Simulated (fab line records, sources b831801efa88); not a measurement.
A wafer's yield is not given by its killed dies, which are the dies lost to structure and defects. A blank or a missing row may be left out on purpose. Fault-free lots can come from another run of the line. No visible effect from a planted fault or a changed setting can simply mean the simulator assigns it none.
fab line records	flow sky130
record lots=24	wafers=72	last_day=50
route steps=708 shown VT_ADJUST_LVTN@117 CONTACT@423 METAL1@439 METAL2@484 VIA3@586
lots that met no fault: from a run of the same line without faults
start_h: the number of hours between the record's first day and the start of the first shown wafer of the lot	wait_h: hours since the lot's step before	" the same as in the row above	L1.1+2: one row covering several wafers at once	- no value, or no start given	* or withheld: withheld	< > ~ a bound
route shown NAME@n: a module of which the file shows steps, and the number in the route of the first	usual: mean and standard deviation over wafers with no fault	same: alike in all rows	chamber/n: place in a boat	sites: readings site by site	_std_site: how widely they spread, as a standard deviation	_edge_site: outer sites' mean less inner sites'	radius_mm: how far each site lies from the wafer's centre	mask NAME#n: copy n	behind: tool/chamber where the wafer was last shaped	hold: what put the lot on hold/how long, in hours/how the hold closed	device: which transistor (n, p or np) failed to switch	end of line: tests run on the same wafers once the route is complete	a step with no rows: only its recipe	killed: at the first sort, the dies lost to defects and structure; wafer yield is something else	map: per-die view of a wafer (x killed, . not killed, _ where there is no die)
set.NAME: setting as actually run; set.NAME@STEP: the setting as run at that earlier step	model.NAME: the simulator's own value behind a step, which no gauge read
the route's steps for a sample of lots (tables are steps, rows are wafers)
services: a tool's chamber out of use, with start hour (start_h, from the record's first day; less than 0 if before it), hours out, and reason
## steps
# step SKY_VT_ADJUST_LVTN_STRIP_20
# recipe chemistry=O2/N2	power_w=1400	pressure_mtorr=1500	platen_temp_c=withheld	o2_flow_sccm=3000	n2_flow_sccm=300	overash_fraction=0.5
# usual chamber_pressure_mTorr=1500.1/1.3	drypump_motor_current_A=5.8/0.48	n2_flow_sccm=300.1/0.85	oes_product_au=0.715/0.0048	strip_time_to_endpoint_s=14.16/0.038
lot.wafer	tool	chamber	start_h	wait_h	chamber_pressure_mTorr	drypump_motor_current_A	n2_flow_sccm	oes_product_au	rf_hours_counter_h	strip_time_to_endpoint_s
L074.2	plasma_asher-02	1	152.90	0.1	1498.9	5.1	299.3	0.712	45	14.21
L074.3	"	0	"	"	1501.0	5.9	300.5	0.721	-	14.22
L074.4	"	1	"	"	1500.0	5.1	299.2	0.713	-	14.22
L075.2	plasma_asher-03	0	164.85	0.1	1499.2	6.2	300.0	0.710	47	14.15
L075.3	"	0	"	"	1498.8	6.2	301.0	0.709	-	14.11
L075.6	"	0	"	"	1500.4	6.2	300.2	0.712	-	14.18
L076.3	plasma_asher-03	0	172.54	0.1	1500.8	6.2	300.9	0.714	-	14.07
L076.5	"	0	"	"	1499.4	6.2	300.1	0.716	-	14.10
L076.6	"	1	"	"	1499.7	6.2	300.1	0.711	-	14.11
L077.1	plasma_asher-03	0	181.45	0.1	1500.8	6.2	301.0	0.713	49	14.14
L077.2	"	1	"	"	1498.3	6.2	301.3	0.715	49	14.16
L077.4	"	0	"	"	1499.1	6.2	299.1	0.725	-	14.17
L078.2	plasma_asher-02	0	189.40	0.1	1501.3	5.8	298.7	0.714	49	14.10
L078.3	"	1	"	"	1501.1	5.1	299.8	0.714	-	14.11
L078.5	"	1	"	"	1501.5	5.1	299.8	0.719	-	14.15
L079.1	plasma_asher-03	1	192.05	0.1	1497.8	6.2	299.8	0.715	50	14.16
L079.5	"	1	"	"	1499.9	6.2	300.0	0.712	-	14.17
L079.6	"	0	"	"	1499.6	6.2	301.9	0.720	-	14.17
L080.1	plasma_asher-03	1	198.65	0.1	1499.0	6.2	299.5	0.714	51	14.14
L080.3	"	0	"	"	1498.1	6.2	299.6	0.715	-	14.16
L080.5	"	1	"	"	1499.7	6.3	300.3	0.717	-	14.15
L081.1	plasma_asher-02	0	207.75	0.1	1499.8	5.9	301.5	0.715	50	14.19
L081.2	"	1	"	"	1500.2	5.1	299.8	0.728	50	14.16
L081.3	"	0	"	"	1500.3	5.8	300.2	0.729	-	14.21
L082.1	plasma_asher-02	1	211.26	0.1	1500.6	5.1	300.8	0.716	51	14.14
L082.4	"	1	"	"	1500.0	5.1	299.7	0.711	-	14.13
L082.6	"	1	"	"	1497.8	5.1	301.0	0.712	-	14.14
L083.1	plasma_asher-03	0	221.91	0.1	1498.0	6.2	300.0	0.719	53	14.15
L083.5	"	0	"	"	1499.8	6.2	299.2	0.711	-	14.17
L083.6	"	1	"	"	1498.8	6.2	300.6	0.713	-	14.17
L084.2	plasma_asher-02	0	226.15	0.1	1500.3	5.9	300.8	0.717	52	14.13
L084.3	"	0	"	"	1500.4	5.8	299.7	0.723	-	14.18
L084.6	"	1	"	"	1501.0	5.1	300.3	0.712	-	14.13
L085.1	plasma_asher-01	0	235.81	0.1	1501.8	5.8	300.2	0.720	11	14.06
L085.3	"	0	"	"	1500.7	5.8	299.8	0.717	-	14.07
L085.4	"	1	"	"	1500.1	4.9	300.0	0.715	-	14.10
L086.2	plasma_asher-03	1	242.90	0.1	1500.1	6.2	299.9	0.708	55	14.16
L086.3	"	0	"	"	1500.1	6.2	299.0	0.718	-	14.14
L086.5	"	0	"	"	1502.5	6.2	299.4	0.713	-	14.18
L087.3	plasma_asher-02	0	245.94	0.1	1499.1	5.8	299.9	0.711	-	14.13
L087.4	"	1	"	"	1500.2	5.1	298.1	0.711	-	14.18
L087.6	"	0	"	"	1500.1	5.8	300.8	0.713	-	14.14
L088.1	plasma_asher-02	0	254.20	0.1	1502.3	5.9	300.2	0.717	55	14.15
L088.4	"	1	"	"	1499.9	5.1	301.3	0.712	-	14.14
L088.6	"	0	"	"	1500.4	5.9	299.5	0.713	-	14.17
L089.2	plasma_asher-02	1	265.46	0.1	1499.2	5.1	299.5	0.722	56	14.18
L089.5	"	0	"	"	1502.0	5.9	299.8	0.716	-	14.19
L089.6	"	1	"	"	1498.5	5.1	299.9	0.716	-	14.19
L090.1	plasma_asher-01	0	265.76	0.1	1502.0	5.8	301.2	0.722	14	14.21
L090.2	"	1	"	"	1501.2	4.9	302.0	0.721	14	14.23
L090.6	"	1	"	"	1502.4	4.9	301.8	0.708	-	14.16
L091.1	plasma_asher-02	0	272.36	0.1	1502.1	5.9	301.1	0.725	57	14.15
L091.2	"	1	"	"	1500.5	5.1	299.8	0.715	57	14.11
L091.5	"	0	"	"	1500.9	5.9	301.1	0.713	-	14.19
L092.1	plasma_asher-01	0	280.46	0.1	1499.6	5.8	299.1	0.715	15	14.23
L092.2	"	1	"	"	1501.2	4.9	300.6	0.716	15	14.18
L092.6	"	1	"	"	1499.3	4.9	299.3	0.714	-	14.18
L093.2	plasma_asher-03	1	292.30	0.1	1499.8	6.2	299.3	0.721	60	14.22
L093.5	"	0	"	"	1499.5	6.2	301.2	0.715	-	14.17
L093.6	"	1	"	"	1499.1	6.2	299.0	0.711	-	14.22
L094.1	plasma_asher-03	1	297.95	0.1	1500.0	6.2	301.4	0.714	61	14.12
L094.2	"	0	"	"	1501.5	6.2	299.7	0.725	61	14.12
L094.4	"	0	"	"	1499.5	6.2	301.0	0.720	-	14.11
L095.3	plasma_asher-01	1	303.44	0.1	1500.1	4.9	300.0	0.714	-	14.18
L095.5	"	1	"	"	1499.9	4.9	301.0	0.719	-	14.23
L095.6	"	0	"	"	1498.5	5.8	299.3	0.714	-	14.19
L096.3	plasma_asher-01	1	315.68	0.1	1500.3	4.9	299.1	0.712	-	14.20
L096.4	"	0	"	"	1499.2	5.8	299.8	0.724	-	14.14
L096.5	"	0	"	"	1501.1	5.8	300.6	0.709	-	14.19
L097.2	plasma_asher-03	0	317.75	0.1	1500.1	6.2	299.6	0.705	63	14.18
L097.3	"	1	"	"	1501.5	6.2	301.6	0.718	-	14.14
L097.4	"	0	"	"	1501.1	6.2	299.5	0.715	-	14.14
# step SKY_CONTACT_ETCH_17
# recipe target=SiO2	chemistry=C4F8/O2/Ar	stop_on=Si3N4	mask_material=KrF-thick	source_w=1500	bias_w=1200	pressure_mtorr=40	c4f8_flow_sccm=withheld	O2_flow_sccm=6	Ar_flow_sccm=300	time_s=withheld	target_depth_a=3400
# usual chamber_pressure_mTorr=40.00/0.041	oes_product_au=0.891/0.0048
lot.wafer	tool	chamber	start_h	wait_h	chamber_pressure_mTorr	oes_product_au
L074.2	rie_diel-03	3	718.71	0.0	40.01	0.890
L074.3	"	2	"	"	40.04	0.897
L074.4	"	1	"	"	40.06	0.893
L075.2	rie_diel-03	3	734.46	0.0	40.00	0.900
L075.3	"	0	"	"	39.91	0.887
L075.6	"	1	"	"	39.96	0.891
L076.3	rie_diel-03	0	744.96	0.0	39.89	0.897
L076.5	"	1	"	"	40.03	0.880
L076.6	"	0	"	"	40.00	0.897
L077.1	rie_diel-03	1	758.71	0.0	40.04	0.884
L077.2	"	0	"	"	40.05	0.891
L077.4	"	3	"	"	40.01	0.887
L078.2	rie_diel-03	2	765.96	0.0	40.00	0.899
L078.3	"	3	"	"	40.02	0.898
L078.5	"	3	"	"	40.00	0.896
L079.1	rie_diel-01	2	770.97	0.0	39.97	0.891
L079.5	"	3	"	"	39.97	0.898
L079.6	"	2	"	"	39.98	0.894
L080.1	rie_diel-03	1	776.36	0.0	39.99	0.902
L080.3	"	2	"	"	39.99	0.888
L080.5	"	1	"	"	40.01	0.883
L081.1	rie_diel-01	0	787.01	0.0	39.97	0.883
L081.2	"	2	"	"	39.98	0.895
L081.3	"	1	"	"	39.99	0.890
L082.1	rie_diel-03	2	795.42	0.0	40.06	0.899
L082.4	"	1	"	"	39.92	0.888
L082.6	"	1	"	"	40.01	0.890
L083.1	rie_diel-03	0	807.17	0.0	40.00	0.888
L083.5	"	2	"	"	39.99	0.886
L083.6	"	1	"	"	39.99	0.886
L084.2	rie_diel-03	3	812.41	0.0	39.98	0.895
L084.3	"	0	"	"	40.01	0.895
L084.6	"	3	"	"	40.02	0.897
L085.1	rie_diel-03	1	822.22	0.0	39.96	0.886
L085.3	"	2	"	"	39.94	0.887
L085.4	"	0	"	"	40.05	0.894
L086.2	rie_diel-01	3	831.56	0.0	40.03	0.903
L086.3	"	0	"	"	40.01	0.894
L086.5	"	0	"	"	40.01	0.889
L087.3	rie_diel-01	1	835.87	0.0	40.03	0.894
L087.4	"	0	"	"	40.01	0.892
L087.6	"	3	"	"	39.97	0.889
L088.1	rie_diel-01	1	847.47	0.0	40.03	0.888
L088.4	"	2	"	"	40.03	0.895
L088.6	"	1	"	"	39.96	0.899
L089.2	rie_diel-01	0	856.51	0.0	40.03	0.895
L089.5	"	3	"	"	40.05	0.892
L089.6	"	0	"	"	39.97	0.889
L090.1	rie_diel-02	0	860.66	0.0	39.98	0.886
L090.2	"	3	"	"	40.04	0.882
L090.6	"	3	"	"	40.02	0.894
L091.1	rie_diel-03	0	864.76	0.0	39.93	0.899
L091.2	"	3	"	"	40.02	0.892
L091.5	"	3	"	"	40.09	0.888
L092.1	rie_diel-02	3	868.67	0.0	40.02	0.884
L092.2	"	2	"	"	39.99	0.894
L092.6	"	2	"	"	40.04	0.880
L093.2	rie_diel-03	1	880.56	0.0	40.02	0.894
L093.5	"	0	"	"	39.96	0.888
L093.6	"	3	"	"	39.98	0.882
L094.1	rie_diel-02	2	889.66	0.0	40.01	0.889
L094.2	"	0	"	"	40.01	0.886
L094.4	"	1	"	"	40.02	0.887
L095.3	rie_diel-02	2	893.72	0.0	40.04	0.892
L095.5	"	0	"	"	40.01	0.887
L095.6	"	3	"	"	40.00	0.892
L096.3	rie_diel-01	3	904.96	0.0	40.01	0.900
L096.4	"	2	"	"	40.07	0.891
L096.5	"	2	"	"	40.09	0.885
L097.2	rie_diel-02	1	909.12	0.0	39.97	0.880
L097.3	"	0	"	"	39.98	0.889
L097.4	"	3	"	"	40.04	0.892
# step SKY_METAL1_RS_MEAS_05
# recipe thk_meas_gauge=four-point-probe	reads=TiN_of_METAL1_SPUTTER_04+Ti_of_METAL1_SPUTTER_03+AlCu_of_METAL1_SPUTTER_02+TiN_of_METAL1_SPUTTER_01+Ti_of_METAL1_SPUTTER_00
# usual METAL1_ALCU_RS=0.1266/0.0018
lot.wafer	tool	chamber	start_h	wait_h	METAL1_ALCU_RS[ohm/sq]
L074.2	film_metro-04	-	720.20	0.0	0.1277
L074.3	"	-	"	"	0.1260
L074.4	"	-	"	"	0.1241
L075.2	film_metro-04	-	736.05	0.0	0.1247
L075.3	"	-	"	"	0.1268
L075.6	"	-	"	"	0.1280
L076.3	film_metro-03	-	746.51	0.1	0.1272
L076.5	"	-	"	"	0.1252
L076.6	"	-	"	"	0.1259
L077.1	film_metro-04	-	760.19	0.0	0.1260
L077.2	"	-	"	"	0.1267
L077.4	"	-	"	"	0.1263
L078.2	film_metro-04	-	767.50	0.0	0.1297
L078.3	"	-	"	"	0.1299
L078.5	"	-	"	"	0.1284
L079.1	film_metro-03	-	772.49	0.0	0.1252
L079.5	"	-	"	"	0.1255
L079.6	"	-	"	"	0.1261
L080.1	film_metro-04	-	777.84	0.0	0.1260
L080.3	"	-	"	"	0.1247
L080.5	"	-	"	"	0.1248
L081.1	film_metro-01	-	788.49	0.0	0.1305
L081.2	"	-	"	"	0.1275
L081.3	"	-	"	"	0.1302
L082.1	film_metro-01	-	796.93	0.0	0.1273
L082.4	"	-	"	"	0.1265
L082.6	"	-	"	"	0.1262
L083.1	film_metro-04	-	808.69	0.0	0.1244
L083.5	"	-	"	"	0.1253
L083.6	"	-	"	"	0.1258
L084.2	film_metro-01	-	813.95	0.0	0.1217
L084.3	"	-	"	"	0.1238
L084.6	"	-	"	"	0.1230
L085.1	film_metro-04	-	823.71	0.0	0.1282
L085.3	"	-	"	"	0.1276
L085.4	"	-	"	"	0.1267
L086.2	film_metro-01	-	833.14	0.0	0.1288
L086.3	"	-	"	"	0.1275
L086.5	"	-	"	"	0.1276
L087.3	film_metro-03	-	837.38	0.1	0.1280
L087.4	"	-	"	"	0.1311
L087.6	"	-	"	"	0.1283
L088.1	film_metro-01	-	848.96	0.0	0.1271
L088.4	"	-	"	"	0.1276
L088.6	"	-	"	"	0.1266
L089.2	film_metro-04	-	858.15	0.0	0.1276
L089.5	"	-	"	"	0.1261
L089.6	"	-	"	"	0.1279
L090.1	film_metro-01	-	862.22	0.0	0.1269
L090.2	"	-	"	"	0.1291
L090.6	"	-	"	"	0.1257
L091.1	film_metro-04	-	866.29	0.0	0.1271
L091.2	"	-	"	"	0.1279
L091.5	"	-	"	"	0.1268
L092.1	film_metro-04	-	870.20	0.0	0.1237
L092.2	"	-	"	"	0.1247
L092.6	"	-	"	"	0.1239
L093.2	film_metro-01	-	882.06	0.0	0.1252
L093.5	"	-	"	"	0.1243
L093.6	"	-	"	"	0.1262
L094.1	film_metro-03	-	891.13	0.0	0.1248
L094.2	"	-	"	"	0.1254
L094.4	"	-	"	"	0.1264
L095.3	film_metro-04	-	895.24	0.1	0.1276
L095.5	"	-	"	"	0.1269
L095.6	"	-	"	"	0.1273
L096.3	film_metro-01	-	906.48	0.1	0.1303
L096.4	"	-	"	"	0.1282
L096.5	"	-	"	"	0.1299
L097.2	film_metro-04	-	910.61	0.0	0.1285
L097.3	"	-	"	"	0.1282
L097.4	"	-	"	"	0.1274
# step SKY_METAL1_CD_MEAS_15
# recipe target_cd_nm=140
# usual cd_nm=140.5/1.4
lot.wafer	tool	chamber	start_h	wait_h	cd_nm
L074.2	cd_sem-01	-	748.38	-	142.2
L074.3	"	-	"	"	140.1
L074.4	"	-	"	"	140.1
L075.2	cd_sem-02	-	764.56	-	139.0
L075.3	"	-	"	"	142.0
L075.6	"	-	"	"	139.9
L076.3	cd_sem-02	-	774.30	-	139.1
L076.5	"	-	"	"	138.3
L076.6	"	-	"	"	138.3
L077.1	cd_sem-02	-	788.16	-	141.4
L077.2	"	-	"	"	142.2
L077.4	"	-	"	"	141.3
L078.2	cd_sem-01	-	794.98	-	139.8
L078.3	"	-	"	"	138.3
L078.5	"	-	"	"	138.5
L079.1	cd_sem-02	-	799.81	-	143.1
L079.5	"	-	"	"	141.9
L079.6	"	-	"	"	142.0
L080.1	cd_sem-02	-	805.26	-	140.5
L080.3	"	-	"	"	141.0
L080.5	"	-	"	"	140.7
L081.1	cd_sem-02	-	815.81	-	138.0
L081.2	"	-	"	"	138.2
L081.3	"	-	"	"	139.9
L082.1	cd_sem-01	-	823.61	-	139.6
L082.4	"	-	"	"	139.6
L082.6	"	-	"	"	140.7
L083.1	cd_sem-01	-	835.26	-	141.4
L083.5	"	-	"	"	141.0
L083.6	"	-	"	"	140.8
L084.2	cd_sem-01	-	839.93	-	141.6
L084.3	"	-	"	"	142.2
L084.6	"	-	"	"	141.9
L085.1	cd_sem-02	-	848.81	-	139.8
L085.3	"	-	"	"	139.7
L085.4	"	-	"	"	141.9
L086.2	cd_sem-02	-	858.58	-	138.9
L086.3	"	-	"	"	140.9
L086.5	"	-	"	"	140.8
L087.3	cd_sem-01	-	863.40	-	138.2
L087.4	"	-	"	"	138.9
L087.6	"	-	"	"	138.0
L088.1	cd_sem-01	-	875.01	-	140.6
L088.4	"	-	"	"	141.0
L088.6	"	-	"	"	140.4
L089.2	cd_sem-01	-	883.98	-	139.5
L089.5	"	-	"	"	140.4
L089.6	"	-	"	"	141.1
L090.1	cd_sem-02	-	888.12	-	142.7
L090.2	"	-	"	"	143.2
L090.6	"	-	"	"	143.2
L091.1	cd_sem-02	-	892.16	-	140.0
L091.2	"	-	"	"	141.7
L091.5	"	-	"	"	141.2
L092.1	cd_sem-02	-	895.86	-	144.7
L092.2	"	-	"	"	144.1
L092.6	"	-	"	"	141.2
L093.2	cd_sem-01	-	907.44	-	140.6
L093.5	"	-	"	"	140.7
L093.6	"	-	"	"	140.9
L094.1	cd_sem-01	-	916.06	-	141.9
L094.2	"	-	"	"	141.4
L094.4	"	-	"	"	141.9
L095.3	cd_sem-01	-	920.25	-	139.3
L095.5	"	-	"	"	138.9
L095.6	"	-	"	"	138.4
L096.3	cd_sem-01	-	930.65	-	142.3
L096.4	"	-	"	"	141.0
L096.5	"	-	"	"	141.4
L097.2	cd_sem-02	-	935.49	-	139.7
L097.3	"	-	"	"	140.1
L097.4	"	-	"	"	140.9
# step SKY_METAL2_SPUTTER_01
# recipe material=TiN	target_thk_nm=20	power_w=6500	time_s=16.7	chamber_pressure_pa=0.4
# usual throttle_valve_pct=30.0/1
lot.wafer	tool	chamber	start_h	wait_h	throttle_valve_pct
L074.2	pvd_sputter-04	-	778.93	0.0	28.5
L074.3	"	-	"	"	29.5
L074.4	"	-	"	"	29.7
L075.2	pvd_sputter-03	-	794.97	0.0	30.9
L075.3	"	-	"	"	30.7
L075.6	"	-	"	"	30.7
L076.3	pvd_sputter-03	-	804.66	0.0	30.9
L076.5	"	-	"	"	30.4
L076.6	"	-	"	"	30.8
L077.1	pvd_sputter-03	-	818.26	0.0	30.4
L077.2	"	-	"	"	29.0
L077.4	"	-	"	"	30.6
L078.2	pvd_sputter-03	-	825.34	0.0	30.6
L078.3	"	-	"	"	30.6
L078.5	"	-	"	"	28.8
L079.1	pvd_sputter-01	-	829.65	0.0	29.5
L079.5	"	-	"	"	28.5
L079.6	"	-	"	"	29.2
L080.1	pvd_sputter-03	-	835.56	0.0	30.9
L080.3	"	-	"	"	29.0
L080.5	"	-	"	"	30.8
L081.1	pvd_sputter-03	-	844.51	0.0	30.9
L081.2	"	-	"	"	30.7
L081.3	"	-	"	"	31.1
L082.1	pvd_sputter-04	-	852.89	0.0	29.6
L082.4	"	-	"	"	29.3
L082.6	"	-	"	"	28.4
L083.1	pvd_sputter-03	-	864.31	0.0	28.8
L083.5	"	-	"	"	30.8
L083.6	"	-	"	"	29.2
L084.2	pvd_sputter-04	-	869.31	0.0	29.3
L084.3	"	-	"	"	28.1
L084.6	"	-	"	"	29.3
L085.1	pvd_sputter-03	-	877.66	0.0	29.0
L085.3	"	-	"	"	31.0
L085.4	"	-	"	"	30.6
L086.2	pvd_sputter-04	-	887.61	0.0	32.3
L086.3	"	-	"	"	29.5
L086.5	"	-	"	"	32.3
L087.3	pvd_sputter-03	-	892.27	0.0	30.5
L087.4	"	-	"	"	28.9
L087.6	"	-	"	"	28.7
L088.1	pvd_sputter-03	-	903.86	0.0	29.0
L088.4	"	-	"	"	30.9
L088.6	"	-	"	"	30.6
L089.2	pvd_sputter-04	-	913.29	0.0	28.3
L089.5	"	-	"	"	28.3
L089.6	"	-	"	"	32.0
L090.1	pvd_sputter-03	-	916.51	0.0	28.8
L090.2	"	-	"	"	30.9
L090.6	"	-	"	"	29.0
L091.1	pvd_sputter-01	-	920.22	0.0	29.1
L091.2	"	-	"	"	30.6
L091.5	"	-	"	"	28.7
L092.1	pvd_sputter-03	-	923.77	0.0	28.9
L092.2	"	-	"	"	30.9
L092.6	"	-	"	"	30.8
L093.2	pvd_sputter-03	-	935.05	0.0	30.2
L093.5	"	-	"	"	30.5
L093.6	"	-	"	"	30.8
L094.1	pvd_sputter-01	-	943.07	0.0	29.5
L094.2	"	-	"	"	28.6
L094.4	"	-	"	"	29.1
L095.3	pvd_sputter-03	-	947.43	0.0	30.6
L095.5	"	-	"	"	31.1
L095.6	"	-	"	"	30.7
L096.3	pvd_sputter-03	-	958.19	0.0	30.7
L096.4	"	-	"	"	29.2
L096.5	"	-	"	"	30.8
L097.2	pvd_sputter-01	-	963.12	0.0	28.5
L097.3	"	-	"	"	29.6
L097.4	"	-	"	"	30.5
# step SKY_VIA3_OVL_MEAS_13
# usual VIA3_OVL=2/5.2
lot.wafer	tool	chamber	start_h	wait_h	VIA3_OVL[nm]
L074.2	overlay-02	-	916.15	0.1	-3
L074.3	"	-	"	"	-1
L074.4	"	-	"	"	-6
L075.2	overlay-02	-	928.69	0.1	5
L075.3	"	-	"	"	14
L075.6	"	-	"	"	6
L076.3	overlay-01	-	939.94	0.1	2
L076.5	"	-	"	"	1
L076.6	"	-	"	"	-6
L077.1	overlay-02	-	950.78	0.1	-1
L077.2	"	-	"	"	2
L077.4	"	-	"	"	-6
L078.2	overlay-01	-	957.55	0.1	-2
L078.3	"	-	"	"	2
L078.5	"	-	"	"	-4
L079.1	overlay-01	-	961.13	0.1	2
L079.5	"	-	"	"	9
L079.6	"	-	"	"	4
L080.1	overlay-01	-	967.73	0.1	0
L080.3	"	-	"	"	0
L080.5	"	-	"	"	2
L081.1	overlay-01	-	975.99	0.1	1
L081.2	"	-	"	"	4
L081.3	"	-	"	"	-6
L082.1	overlay-01	-	982.13	0.1	2
L082.4	"	-	"	"	0
L082.6	"	-	"	"	-1
L083.1	overlay-02	-	993.99	0.1	8
L083.5	"	-	"	"	2
L083.6	"	-	"	"	11
L084.2	overlay-02	-	998.15	0.1	-7
L084.3	"	-	"	"	-5
L084.6	"	-	"	"	0
L085.1	overlay-02	-	1004.84	0.1	3
L085.3	"	-	"	"	-1
L085.4	"	-	"	"	-3
L086.2	overlay-01	-	1015.59	0.1	5
L086.3	"	-	"	"	10
L086.5	"	-	"	"	1
L087.3	overlay-01	-	1018.35	0.1	3
L087.4	"	-	"	"	-1
L087.6	"	-	"	"	-4
L088.1	overlay-01	-	1027.34	0.1	1
L088.4	"	-	"	"	2
L088.6	"	-	"	"	-1
L089.2	overlay-02	-	1037.40	0.1	3
L089.5	"	-	"	"	2
L089.6	"	-	"	"	-1
L090.1	overlay-01	-	1039.93	0.1	1
L090.2	"	-	"	"	5
L090.6	"	-	"	"	1
L091.1	overlay-02	-	1043.24	0.1	1
L091.2	"	-	"	"	7
L091.5	"	-	"	"	-1
L092.1	overlay-01	-	1048.43	0.1	5
L092.2	"	-	"	"	11
L092.6	"	-	"	"	13
L093.2	overlay-02	-	1055.75	0.1	-4
L093.5	"	-	"	"	7
L093.6	"	-	"	"	0
L094.1	overlay-01	-	1064.43	0.1	-6
L094.2	"	-	"	"	3
L094.4	"	-	"	"	4
L095.3	overlay-01	-	1068.79	0.1	11
L095.5	"	-	"	"	8
L095.6	"	-	"	"	10
L096.3	overlay-01	-	1077.19	0.1	6
L096.4	"	-	"	"	7
L096.5	"	-	"	"	2
L097.2	overlay-01	-	1079.89	0.1	0
L097.3	"	-	"	"	4
L097.4	"	-	"	"	4
## services
tool	chamber	start_h	hours	kind
rie_diel-03	3	156.42	3.7	repair
rie_diel-03	1	164.74	4.4	repair
pvd_sputter-03	-	168.72	2.7	repair
rie_diel-03	2	172.23	3.8	repair
rie_diel-03	-	205.59	2.2	repair
rie_diel-03	0	210.10	2.0	repair
pvd_sputter-03	-	219.92	2.5	repair
pvd_sputter-03	-	239.76	2.9	repair
pvd_sputter-03	-	243.80	1.7	repair
rie_diel-03	3	269.82	43.1	repair
plasma_asher-03	-	347.84	1.4	repair
pvd_sputter-03	-	396.25	0.7	repair
rie_diel-03	0	507.79	15.5	repair
plasma_asher-03	-	527.00	1.8	repair
rie_diel-03	-	557.80	2.8	pm
rie_diel-03	2	579.74	3.4	repair
rie_diel-03	0	611.37	5.6	repair
pvd_sputter-03	-	672.58	5.1	repair
rie_diel-03	2	727.63	5.0	repair
rie_diel-03	0	761.57	12.7	repair
pvd_sputter-03	-	782.97	2.6	repair
rie_diel-03	1	865.51	3.0	repair
rie_diel-03	-	931.86	0.5	repair
rie_diel-03	3	954.49	11.0	repair
## key
fault none
